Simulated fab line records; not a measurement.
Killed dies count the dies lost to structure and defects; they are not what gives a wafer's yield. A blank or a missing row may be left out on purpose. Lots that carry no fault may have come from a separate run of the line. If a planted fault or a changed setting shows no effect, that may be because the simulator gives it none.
fab line records	flow sky130
[record] lots = 6	wafers = 18	last_day = 49
route steps=708 shown FIELD_ISO@6 PAD_OPEN@708
lots with no fault: from the same line, run without faults
start_h: hours from the record's opening day to when the first of the lot's shown wafers began	wait_h: time in hours since the lot's previous step	" same as the row above	L1.1+2: a single row standing in for several wafers	- no value, or no start given	* or withheld: withheld	< > ~ a bound
route shown NAME@n: NAME is a module with steps in the file, n the number in the route of the first one	usual: mean/standard deviation taken from wafers without a fault	same: alike in all rows	chamber/n: place in a boat	sites: the reading at each site	_std_site: the values' standard deviation	_edge_site: mean of outer sites minus mean of inner sites	radius_mm: for every site, how far away it sits from the centre of the wafer	mask NAME#n: copy n	behind: the most recent tool/chamber to have shaped the wafer	hold: why the lot was held/for how many hours/how that ended	device: whichever transistor did not switch (one of n, p or np)	end of line: the route-end tests of the same wafers	for a step that has no rows: nothing shown but its recipe	killed: the dies lost at the first sort to structure and to defects; this is not the yield of the wafer	map: per-die view of a wafer (x killed, . not killed, _ where there is no die)
set.NAME: the run value of the setting; set.NAME@STEP: its run value at that earlier step	model.NAME: the simulator's own value behind a step, which no gauge read
a table for each step, a row for each wafer; lots at some steps of the route
services: when a tool's chamber went out of use (start_h, in hours from the record's first day, below 0 if earlier), for how many hours, and the reason
[[steps]]
[step SKY_FIELD_ISO_DEHYDRATE_05]
[recipe] temp_c = 200	time_s = 60
[step SKY_FIELD_ISO_HMDS_06]
[recipe] prime_time_s = 60	prime_temp_c = 120
[step SKY_FIELD_ISO_COAT_07]
[recipe] resist = BARC	temp_c = withheld	time_s = withheld	spin_rpm = 3000	resist_thk_nm = 60
[step SKY_FIELD_ISO_COAT_08]
[recipe] resist = KrF-thick	spin_rpm = 3000	resist_thk_nm = 450
[step SKY_FIELD_ISO_SOFTBAKE_09]
[recipe] temp_c = 100	time_s = 90	resist = KrF-thick
[step SKY_FIELD_ISO_EXPOSE_10]
[recipe] mask_id = FOM	na = 0.68	source_shape = annular	sigma_inner = 0.4	sigma_outer = 0.8	target_cd_nm = 150	dose_mj = 28
[step SKY_FIELD_ISO_PEB_11]
[recipe] peb_temp_c = withheld	peb_time_s = withheld	resist = KrF-thick
[step SKY_FIELD_ISO_DEVELOP_12]
[recipe] develop_time_s = 60	resist = KrF-thick	dev_temp_c = 21
[step SKY_FIELD_ISO_CD_MEAS_13]
[recipe] target_cd_nm = 150
[usual] cd_nm = 149.9/1.4
lot.wafer	tool	chamber	start_h	wait_h	cd_nm
L862.1	cd_sem-01	-	64.59	-	149.3
L862.3	"	-	"	"	150.4
L862.6	"	-	"	"	150.5
L865.2	cd_sem-02	-	81.59	-	148.4
L865.3	"	-	"	"	147.3
L865.5	"	-	"	"	147.7
L866.1	cd_sem-01	-	90.77	-	147.1
L866.2	"	-	"	"	148.4
L866.3	"	-	"	"	148.9
L869.2	cd_sem-01	-	103.59	-	150.7
L869.4	"	-	"	"	151.1
L869.6	"	-	"	"	149.6
L874.2	cd_sem-02	-	130.08	-	147.8
L874.3	"	-	"	"	148.7
L874.6	"	-	"	"	149.1
L876.1	cd_sem-02	-	138.32	-	151.2
L876.2	"	-	"	"	151.1
L876.6	"	-	"	"	151.2
[step SKY_FIELD_ISO_ETCH_14]
[recipe] chemistry = N2/H2	target = BARC	ion_energy_ev = 200	source_w = 500	bias_w = 100	pressure_mtorr = 30	n2_flow_sccm = 100	h2_flow_sccm = 200	stop_on = SiO2	time_s = 45.9	target_depth_a = 600
[usual] drypump_motor_current_A = 5.5/0.48	oes_product_au = 0.855/0.0049	rf_fwd_power_W = 495.9/2.1	run_length_s = 74.2/0.58	throttle_valve_pct = 13.224/0.0095
[same] time_s = 45.9
lot.wafer	tool	chamber	start_h	wait_h	drypump_motor_current_A	oes_product_au	rf_fwd_power_W	rf_hours_counter_h	run_length_s	throttle_valve_pct
L862.1	rie_diel-02	3	64.71	0.1	5.4	0.854	496.7	24	74.3	13.215
L862.3	"	0	"	"	6.0	0.850	493.9	53	74.9	13.236
L862.6	"	2	"	"	5.8	0.856	497.5	-	74.6	13.214
L865.2	rie_diel-04	3	81.69	0.1	5.8	0.856	495.3	8	74.8	13.213
L865.3	"	0	"	"	5.6	0.856	491.2	123	73.4	13.227
L865.5	"	2	"	"	4.8	0.843	495.2	-	74.8	13.225
L866.1	rie_diel-01	0	90.89	0.1	5.6	0.853	496.0	10	73.8	13.235
L866.2	"	3	"	"	4.9	0.864	500.0	89	73.8	13.229
L866.3	"	1	"	"	6.3	0.855	494.0	110	74.0	13.194
L869.2	rie_diel-04	1	103.69	0.1	4.9	0.856	498.9	1	73.4	13.229
L869.4	"	3	"	"	5.8	0.860	494.7	9	74.4	13.233
L869.6	"	0	"	"	5.6	0.854	493.0	-	74.0	13.225
L874.2	rie_diel-04	2	130.18	0.1	4.8	0.854	499.2	126	75.0	13.238
L874.3	"	1	"	"	4.9	0.853	496.4	2	73.2	13.227
L874.6	"	1	"	"	4.9	0.863	497.4	-	73.6	13.239
L876.1	rie_diel-02	1	138.44	0.1	6.2	0.852	494.9	85	74.2	13.215
L876.2	"	2	"	"	5.8	0.855	492.1	4	75.0	13.239
L876.6	"	0	"	"	6.0	0.847	494.7	-	74.4	13.222
[step SKY_FIELD_ISO_ETCH_15]
[recipe] chemistry = CHF3/O2	target_depth_nm = 180	stop_on = Si	source_w = 600	bias_w = 200	pressure_mtorr = 40	chf3_flow_sccm = 50	O2_flow_sccm = 5	time_s = 72
[usual] drypump_motor_current_A = 5.5/0.48	oes_product_au = 0.946/0.0062	rf_fwd_power_W = 596.1/2	run_length_s = 100.3/0.5	throttle_valve_pct = 8.845/0.0094
[same] time_s = 72
lot.wafer	tool	chamber	start_h	wait_h	drypump_motor_current_A	oes_product_au	rf_fwd_power_W	rf_hours_counter_h	run_length_s	throttle_valve_pct
L862.1	rie_diel-02	3	64.75	0.0	5.5	0.949	596.2	24	100.5	8.829
L862.3	"	0	"	"	6.0	0.948	594.0	53	100.9	8.838
L862.6	"	2	"	"	5.8	0.957	593.6	-	100.4	8.852
L865.2	rie_diel-04	3	81.73	0.0	5.8	0.947	596.8	8	100.7	8.859
L865.3	"	0	"	"	5.6	0.942	591.9	123	99.7	8.827
L865.5	"	2	"	"	4.7	0.941	594.8	-	100.9	8.835
L866.1	rie_diel-01	0	90.93	0.0	5.7	0.944	597.0	10	99.9	8.840
L866.2	"	3	"	"	4.9	0.949	596.7	89	100.0	8.853
L866.3	"	1	"	"	6.3	0.943	593.1	110	100.2	8.842
L869.2	rie_diel-04	1	103.73	0.0	4.9	0.942	598.2	1	99.7	8.856
L869.4	"	3	"	"	5.8	0.937	594.8	9	100.7	8.862
L869.6	"	0	"	"	5.5	0.938	597.6	-	100.1	8.826
L874.2	rie_diel-04	2	130.22	0.0	4.7	0.946	597.9	126	101.1	8.859
L874.3	"	1	"	"	4.8	0.934	597.2	2	99.5	8.833
L874.6	"	1	"	"	4.9	0.950	600.5	-	99.4	8.844
L876.1	rie_diel-02	1	138.48	0.0	6.2	0.949	595.2	85	100.0	8.842
L876.2	"	2	"	"	5.8	0.953	591.1	4	100.8	8.854
L876.6	"	0	"	"	6.0	0.949	597.5	-	100.5	8.856
[step SKY_FIELD_ISO_STRIP_16]
[recipe] chemistry = O2/N2	power_w = 1400	pressure_mtorr = 1500	platen_temp_c = withheld	o2_flow_sccm = 3000	n2_flow_sccm = 300	overash_fraction = 0.5
[usual] drypump_motor_current_A = 5.9/0.32	oes_product_au = 0.378/0.005	strip_time_to_endpoint_s = 3.55/0.032
lot.wafer	tool	chamber	start_h	wait_h	drypump_motor_current_A	oes_product_au	rf_hours_counter_h	strip_time_to_endpoint_s
L862.1	plasma_asher-04	1	64.81	0.0	6.0	0.382	27	3.59
L862.3	"	1	"	"	6.0	0.379	-	3.57
L862.6	"	1	"	"	6.0	0.379	-	3.61
L865.2	plasma_asher-02	0	81.79	0.0	6.4	0.378	37	3.55
L865.3	"	1	"	"	5.5	0.378	-	3.53
L865.5	"	0	"	"	6.4	0.378	-	3.57
L866.1	plasma_asher-02	1	90.99	0.0	5.5	0.371	38	3.55
L866.2	"	0	"	"	6.4	0.373	38	3.56
L866.3	"	0	"	"	6.4	0.375	-	3.54
L869.2	plasma_asher-01	1	103.79	0.0	5.8	0.368	45	3.54
L869.4	"	0	"	"	5.7	0.379	-	3.54
L869.6	"	0	"	"	5.7	0.371	-	3.52
L874.2	plasma_asher-04	0	130.28	0.0	6.1	0.378	31	3.58
L874.3	"	0	"	"	6.1	0.382	-	3.55
L874.6	"	0	"	"	6.1	0.375	-	3.56
L876.1	plasma_asher-02	1	138.54	0.0	5.5	0.389	44	3.59
L876.2	"	0	"	"	6.4	0.380	44	3.58
L876.6	"	0	"	"	6.4	0.383	-	3.54
[step SKY_FIELD_ISO_ETCH_17]
[recipe] target_depth_a = 3420	mask_material = Si3N4	chemistry = HBr/Cl2/O2	target = Si	taper_deg = 5	icp_w = 600	bias_w = 150	pressure_mtorr = 15	HBr_flow_sccm = 150	Cl2_flow_sccm = 40	O2_flow_sccm = 6	time_s = 97.7
[usual] drypump_motor_current_A = 5.9/0.51	oes_product_au = 1.000/0.011	rf_fwd_power_W = 596.3/2.2	run_length_s = 126.2/0.4	throttle_valve_pct = 25.657/0.012
lot.wafer	tool	chamber	start_h	wait_h	drypump_motor_current_A	oes_product_au	rf_fwd_power_W	rf_hours_counter_h	run_length_s	throttle_valve_pct	model.etch.depth_nm	model.FIELD_ISO.feature_depth_nm
L862.1	rie_si-01	2	64.91	0.1	5.1	1.025	597.9	55	126.6	25.637	351.6	351.6
L862.3	"	1	"	"	5.5	1.010	598.2	115	127.0	25.646	351.3	351.3
L862.6	"	1	"	"	5.6	1.022	595.9	-	126.3	25.621	352.4	352.4
L865.2	rie_si-01	3	81.89	0.1	5.8	0.989	599.6	56	134.8	25.667	368	368
L865.3	"	2	"	"	5.1	1.015	596.7	55	126.5	25.645	346.6	346.6
L865.5	"	1	"	"	5.5	1.013	595.0	-	126.4	25.662	348.9	348.9
L866.1	rie_si-02	3	91.09	0.1	6.7	1.012	599.8	12	125.6	25.660	343.5	343.5
L866.2	"	0	"	"	6.5	0.999	596.0	18	125.8	25.661	342.5	342.5
L866.3	"	2	"	"	5.6	0.993	596.1	4	126.3	25.665	338.9	338.9
L869.2	rie_si-01	3	103.89	0.1	5.8	0.982	596.6	56	134.9	25.672	367.5	367.5
L869.4	"	0	"	"	6.2	0.996	598.9	49	126.0	25.655	339.4	339.4
L869.6	"	2	"	"	5.1	1.012	597.0	-	126.3	25.648	349.5	349.5
L874.2	rie_si-02	2	130.38	0.1	5.6	0.996	595.4	4	126.2	25.671	338.4	338.4
L874.3	"	0	"	"	6.5	0.996	593.4	19	126.0	25.674	337.6	337.6
L874.6	"	3	"	"	6.7	0.998	596.9	-	126.5	25.647	338.3	338.3
L876.1	rie_si-02	3	138.64	0.1	6.7	0.997	599.9	12	125.9	25.665	337.9	337.9
L876.2	"	1	"	"	6.0	0.999	594.7	25	126.2	25.650	336.6	336.6
L876.6	"	3	"	"	6.7	0.986	597.0	-	125.6	25.658	338.1	338.1
[step SKY_FIELD_ISO_WET_ETCH_18]
[recipe] chemistry = H3PO4	target_depth_nm = 25	temp_c = 160	target = Si3N4	time_s = 286
[step SKY_PAD_OPEN_PROBE_99]
[usual] killed_at_M0_to_M3 = 43/7.6	killed_at_M4_up = 2.8/1.9	killed_at_contacts = 24/4.7	killed_at_front_end = 16/4.4	killed_at_other = 0.2/0.4	killed_dies = 86/9.9	killed_open = 47/8.2	killed_short = 39/6.3
[same] gross_dies = 492	killed_at_back_side = 0
lot.wafer	tool	chamber	start_h	wait_h	killed_at_M0_to_M3	killed_at_M4_up	killed_at_contacts	killed_at_front_end	killed_at_other	killed_dies	killed_open	killed_short	model.etest.res_p_drift_20v.line_ohm_um	model.etest.res_p_drift_20v.rs_ohm_sq	model.etest.pfet_16v.r_on_ohm_um	model.etest.res_iso_pwell.rs_ohm_sq	model.etest.res_iso_pwell.line_ohm_um	model.etest.res_nwell.line_ohm_um	model.etest.res_nwell.rs_ohm_sq	model.etest.pfet_16v.drive_ua_um
L862.1	prober-01	-	1118.35	0.1	61	5	30	14	0	110	63	47	1.134e+04	9471	1.579e+04	3144	1191	1244	1042	232.7
L862.3	prober-01	-	1118.45	0.2	57	1	18	18	0	94	58	36	1.137e+04	9402	1.586e+04	3136	1179	1256	1045	229.8
L862.6	prober-01	-	1118.60	0.2	43	5	20	16	0	84	42	42	1.149e+04	9660	1.616e+04	3250	1214	1283	1059	227.5
L865.2	prober-01	-	1137.23	0.1	46	1	23	29	1	100	56	44	1.446e+04	1.189e+04	1.716e+04	4593	1744	1206	1033	219.1
L865.3	prober-01	-	1137.28	0.2	38	3	26	11	1	79	43	36	1.197e+04	9948	1.562e+04	3556	1337	1136	951.9	241.4
L865.5	prober-01	-	1137.38	0.2	34	7	25	11	1	78	54	24	1.223e+04	1.005e+04	1.571e+04	3646	1383	1142	971.9	240.9
L866.1	prober-02	-	1138.53	0.1	52	4	18	18	1	93	46	47	1.257e+04	1.041e+04	1.566e+04	3029	1153	1164	954.5	231.4
L866.2	prober-02	-	1138.58	0.1	41	0	20	16	0	77	41	36	1.233e+04	1.026e+04	1.548e+04	2960	1121	1139	946.8	229.9
L866.3	prober-02	-	1138.63	0.2	39	3	28	19	0	89	46	43	1.206e+04	9944	1.541e+04	2890	1108	1123	934.8	230.4
L869.2	prober-01	-	1162.93	0.1	49	1	30	16	0	96	51	45	1.336e+04	1.133e+04	1.689e+04	3787	1436	1310	1109	223.1
L869.4	prober-01	-	1163.03	0.2	37	9	23	17	0	86	47	39	1.099e+04	9216	1.524e+04	2952	1110	1170	977.5	236.5
L869.6	prober-01	-	1163.13	0.2	38	1	26	18	0	83	41	42	1.177e+04	9949	1.589e+04	3206	1222	1214	1031	231.8
L874.2	prober-02	-	1179.35	0.1	52	2	24	11	0	89	60	29	1.034e+04	8624	1.564e+04	3275	1227	1151	967.1	236.6
L874.3	prober-02	-	1179.40	0.2	41	3	23	18	1	86	41	45	1.028e+04	8599	1.554e+04	3325	1248	1142	968.1	239.9
L874.6	prober-02	-	1179.55	0.2	44	1	20	17	0	82	49	33	1.046e+04	8704	1.553e+04	3358	1270	1166	975	236.6
L876.1	prober-02	-	1182.99	0.1	46	3	28	18	0	95	46	49	1.15e+04	9425	1.552e+04	3127	1196	1077	909.3	234.9
L876.2	prober-02	-	1183.04	0.1	50	2	25	16	0	93	58	35	1.142e+04	9436	1.553e+04	3092	1179	1091	904.1	238.7
L876.6	prober-02	-	1183.24	0.2	51	0	23	11	0	85	44	41	1.136e+04	9534	1.549e+04	3128	1188	1075	904.5	236.4
// killed by level:class
L862.1 CONTACT:geometric_particle:open=13 VIA1:geometric_particle:open=13 VIA3:geometric_particle:open=13 VIA1:geometric_particle:short=8 LI_CONTACT:geometric_particle:open=7 VIA2:geometric_particle:open=6 METAL2:geometric_particle:short=5 CONTACT:geometric_particle:short=5
L862.3 VIA1:geometric_particle:open=14 CONTACT:geometric_particle:open=8 METAL1:geometric_particle:short=7 VIA2:geometric_particle:open=7 METAL2:geometric_particle:short=6 POLY_GATE:geometric_particle:open=6 VIA3:geometric_particle:open=6 FIELD_ISO:geometric_particle:open=5
L862.6 VIA1:geometric_particle:open=9 VIA2:geometric_particle:open=9 VIA3:geometric_particle:open=5 POLY_GATE:geometric_particle:open=5 LOCAL_INTERCONNECT:geometric_particle:short=5 METAL1:geometric_particle:short=5 METAL4:geometric_particle:short=5 FIELD_ISO:geometric_particle:short=4
L865.2 VIA1:geometric_particle:open=12 CONTACT:geometric_particle:open=9 FIELD_ISO:geometric_particle:short=8 VIA2:geometric_particle:open=8 POLY_GATE:geometric_particle:open=6 POLY_GATE:geometric_particle:short=6 LOCAL_INTERCONNECT:geometric_particle:short=5 LI_CONTACT:geometric_particle:open=5
L865.3 CONTACT:geometric_particle:open=10 LI_CONTACT:geometric_particle:open=8 VIA1:geometric_particle:open=7 METAL1:geometric_particle:short=6 VIA1:geometric_particle:short=5 VIA2:geometric_particle:open=4 VIA3:geometric_particle:short=4 LOCAL_INTERCONNECT:geometric_particle:short=3
L865.5 LI_CONTACT:geometric_particle:open=10 VIA1:geometric_particle:open=10 VIA2:geometric_particle:open=8 CONTACT:geometric_particle:open=8 VIA3:geometric_particle:open=7 VIA1:geometric_particle:short=5 FIELD_ISO:geometric_particle:open=4 CONTACT:geometric_particle:short=4
L866.1 FIELD_ISO:geometric_particle:short=9 VIA2:geometric_particle:open=9 CONTACT:geometric_particle:open=9 METAL3:geometric_particle:short=9 VIA1:geometric_particle:open=8 METAL1:geometric_particle:short=6 VIA3:geometric_particle:open=6 LI_CONTACT:geometric_particle:open=5
L866.2 CONTACT:geometric_particle:open=9 METAL1:geometric_particle:short=9 VIA2:geometric_particle:open=8 METAL2:geometric_particle:short=7 LI_CONTACT:geometric_particle:open=6 FIELD_ISO:geometric_particle:open=5 VIA3:geometric_particle:open=5 FIELD_ISO:geometric_particle:short=3
L866.3 CONTACT:geometric_particle:open=9 POLY_GATE:geometric_particle:open=8 CONTACT:geometric_particle:short=7 VIA2:geometric_particle:open=7 METAL2:geometric_particle:short=7 LOCAL_INTERCONNECT:geometric_particle:short=6 VIA1:geometric_particle:open=5 METAL3:geometric_particle:short=5
L869.2 LI_CONTACT:geometric_particle:open=10 VIA1:geometric_particle:open=9 VIA1:geometric_particle:short=8 CONTACT:geometric_particle:open=7 METAL1:geometric_particle:short=7 VIA2:geometric_particle:open=7 LOCAL_INTERCONNECT:geometric_particle:short=6 VIA3:geometric_particle:open=6
L869.4 CONTACT:geometric_particle:open=8 FIELD_ISO:geometric_particle:short=7 METAL4:geometric_particle:short=7 VIA1:geometric_particle:open=7 LI_CONTACT:geometric_particle:open=6 VIA1:geometric_particle:short=6 VIA2:geometric_particle:open=6 POLY_GATE:geometric_particle:open=5
L869.6 CONTACT:geometric_particle:open=10 CONTACT:geometric_particle:short=8 VIA2:geometric_particle:open=8 VIA1:geometric_particle:open=6 FIELD_ISO:geometric_particle:open=5 VIA1:geometric_particle:short=5 FIELD_ISO:geometric_particle:short=4 LI_CONTACT:geometric_particle:open=4
L874.2 CONTACT:geometric_particle:open=12 VIA1:geometric_particle:open=12 VIA2:geometric_particle:open=9 VIA3:geometric_particle:open=8 POLY_GATE:geometric_particle:open=5 METAL2:geometric_particle:short=5 LI_CONTACT:geometric_particle:open=4 VIA1:geometric_particle:short=4
L874.3 VIA1:geometric_particle:open=9 CONTACT:geometric_particle:open=7 CONTACT:geometric_particle:short=7 METAL1:geometric_particle:short=6 VIA2:geometric_particle:open=6 VIA3:geometric_particle:open=6 FIELD_ISO:geometric_particle:short=5 POLY_GATE:geometric_particle:short=5
L874.6 VIA1:geometric_particle:open=11 VIA3:geometric_particle:open=9 VIA2:geometric_particle:open=8 CONTACT:geometric_particle:open=7 FIELD_ISO:geometric_particle:open=6 VIA1:geometric_particle:short=6 FIELD_ISO:geometric_particle:short=5 LOCAL_INTERCONNECT:geometric_particle:short=5
L876.1 VIA1:geometric_particle:open=11 CONTACT:geometric_particle:open=10 VIA1:geometric_particle:short=10 LOCAL_INTERCONNECT:geometric_particle:short=8 FIELD_ISO:geometric_particle:open=6 METAL1:geometric_particle:short=5 METAL2:geometric_particle:short=5 POLY_GATE:geometric_particle:short=4
L876.2 VIA1:geometric_particle:open=18 LI_CONTACT:geometric_particle:open=10 CONTACT:geometric_particle:open=7 VIA1:geometric_particle:short=6 METAL1:geometric_particle:short=5 POLY_GATE:geometric_particle:open=5 LOCAL_INTERCONNECT:geometric_particle:short=5 VIA2:geometric_particle:open=5
L876.6 VIA1:geometric_particle:open=11 CONTACT:geometric_particle:open=9 METAL1:geometric_particle:short=9 METAL2:geometric_particle:short=6 VIA2:geometric_particle:short=5 LI_CONTACT:geometric_particle:open=5 VIA1:geometric_particle:short=5 VIA2:geometric_particle:open=5
[[services]]
tool	chamber	start_h	hours	kind
rie_si-02	0	44.57	1.9	repair
rie_diel-04	2	47.33	10.9	repair
plasma_asher-02	-	55.25	14.6	pm
plasma_asher-04	-	87.45	26.7	repair
rie_diel-02	-	87.94	7.6	repair
plasma_asher-04	-	102.64	3.3	repair
rie_si-01	-	106.89	0.1	repair
rie_diel-01	3	109.67	3.9	repair
rie_diel-04	2	116.36	7.7	repair
rie_diel-02	3	122.65	9.1	repair
rie_si-01	2	122.69	2.1	repair
rie_diel-02	2	126.24	1.7	repair
rie_diel-01	2	126.82	6.7	repair
rie_diel-02	-	135.97	0.4	repair
[[key]]
[first_sign] step = SKY_FIELD_ISO_ETCH_17	reading = run_length_s	direction = up	sigmas = 22	usual = *	struck = *
effect none on later readings
[model_effect] step = SKY_FIELD_ISO_ETCH_17	value = etch.depth_nm	without = 336.3	struck = 367.8
[model_effect] step = SKY_PAD_OPEN_PROBE_99	value = etest.res_p_drift_20v.line_ohm_um	without = 1.118e+04	struck = 1.391e+04
met_at SKY_FIELD_ISO_ETCH_17
struck_wafers L865.2,L869.2
tester_left_out L865,L869
[fault] kind = process_parameter_drift	tool = rie_si-01	chamber = 3	onset_h = 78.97	steps = SKY_FIELD_ISO_ETCH_17	channel = time_s	offset = *	shape = step	end_h = 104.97	acts_in = *	stated = *
// tester_left_out: of these lots the tester's yield and bins aren't shown, on N5 and GAA mostly nor the transistor test; their killed dies are dies lost to structure and defects alone, not to doping, threshold or leakage, so they don't give the yield
